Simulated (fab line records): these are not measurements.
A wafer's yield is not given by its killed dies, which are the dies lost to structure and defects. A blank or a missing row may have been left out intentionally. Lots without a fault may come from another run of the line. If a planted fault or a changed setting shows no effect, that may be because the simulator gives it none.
Which of the tools did it? :: flow sky130 :: Sampling: 7 lots, 21 wafers, 4 of 708 route steps

WHAT THE GAUGES SHOWED, per wafer
SKY_METAL2_OVL_MEAS_16.
lot: L756
measured: day 35 20:53
on: overlay-01
METAL2_OVL (nm): 8 12 13

lot: L762
measured: day 38 00:39
on: overlay-02
METAL2_OVL (nm): - - -

lot: L766
measured: day 39 05:36
on: overlay-02
METAL2_OVL (nm): -5 -6 0

lot: L769
measured: day 40 09:55
on: overlay-02
METAL2_OVL (nm): -11 -3 -8

lot: L772
measured: day 41 01:28
on: overlay-02
METAL2_OVL (nm): 3 3 2

lot: L774
measured: day 41 14:19
on: overlay-01
METAL2_OVL (nm): 4 -1 0

lot: L776
measured: day 42 14:19
on: overlay-02
METAL2_OVL (nm): -3 -3 -4

WHICH TOOL RAN EACH LOT (tool, then ch and the chambers of the sampled wafers, then the start)
lot: L756
SKY_METAL1_ETCH_18: rieMetal-01 ch 1, day 33 13:31
SKY_VIA1_ETCH_15: rieDiel-03 ch 0,2,3, day 34 17:06
SKY_METAL2_EXPOSE_12: krfScanner-02 ch 0, day 35 07:48

lot: L762
SKY_METAL1_ETCH_18: rieMetal-03 ch 0,1, day 35 17:25
SKY_VIA1_ETCH_15: rieDiel-03 ch 0,2,3, day 36 21:14
SKY_METAL2_EXPOSE_12: krfScanner-01, day 37 11:25

lot: L766
SKY_METAL1_ETCH_18: rieMetal-04 ch 0,1, day 37 00:10
SKY_VIA1_ETCH_15: rieDiel-01 ch 1,2,3, day 38 03:02
SKY_METAL2_EXPOSE_12: krfScanner-02 ch 0, day 38 17:36

lot: L769
SKY_METAL1_ETCH_18: rieMetal-03 ch 0,1, day 38 05:36
SKY_VIA1_ETCH_15: rieDiel-01 ch 0,2,3, day 39 07:56
SKY_METAL2_EXPOSE_12: krfScanner-01 ch 0, day 39 22:22

lot: L772
SKY_METAL1_ETCH_18: rieMetal-03 ch 0,1, day 38 21:12
SKY_VIA1_ETCH_15: rieDiel-03 ch 1,2,3, day 39 23:08
SKY_METAL2_EXPOSE_12: krfScanner-02 ch 0, day 40 12:43

lot: L774
SKY_METAL1_ETCH_18: rieMetal-03 ch 0,1, day 39 10:18
SKY_VIA1_ETCH_15: rieDiel-03 ch 1,2, day 40 12:53
SKY_METAL2_EXPOSE_12: krfScanner-02 ch 0, day 41 03:13

lot: L776
SKY_METAL1_ETCH_18: rieMetal-03 ch 0, day 40 12:31
SKY_VIA1_ETCH_15: rieDiel-03 ch 0,1,2, day 41 13:14
SKY_METAL2_EXPOSE_12: krfScanner-01 ch 0, day 42 03:14
- SKY_METAL1_ETCH_18: etches BARC in N2/H2, stops on SiO2, time 45.9 s, target depth 60 nm.
- SKY_VIA1_ETCH_15: etches SiO2 in C4F8/O2/Ar, stops on TiN, target depth 351 nm, time 54 s.
- SKY_METAL2_EXPOSE_12: exposes mask MM2, target cd 140 nm.

THE ANSWER, worked out from the rows above alone
Rule: usual is defined by the lots themselves. The widest of any qualifying gaps counts: lots, ordered by their means at a reading, are off when they make up no more than a third of the lots, leave a main group of 4 or more, and stand apart from it by 3 or more times the standard deviation of that group's means. If all means in a main group match to the digits the tables above print for the reading, that group is not used. Also off: a lot with no number at a reading for which 4 or more lots have one. Where the step has rows for the other lots, those lots are counted as sound.
Off: L762, at SKY_METAL2_OVL_MEAS_16 (METAL2_OVL). Without a number there: L762. The main group: mean 0 nm, standard deviation 5.9.
If a tool, at a process step before that reading, ran all the lots that are off and no sound lot after the first of them, it fits. The gauges at SKY_METAL2_OVL_MEAS_16 are tried like those tools. Of those tried, none fits.

WHAT THE SIMULATOR PUT IN
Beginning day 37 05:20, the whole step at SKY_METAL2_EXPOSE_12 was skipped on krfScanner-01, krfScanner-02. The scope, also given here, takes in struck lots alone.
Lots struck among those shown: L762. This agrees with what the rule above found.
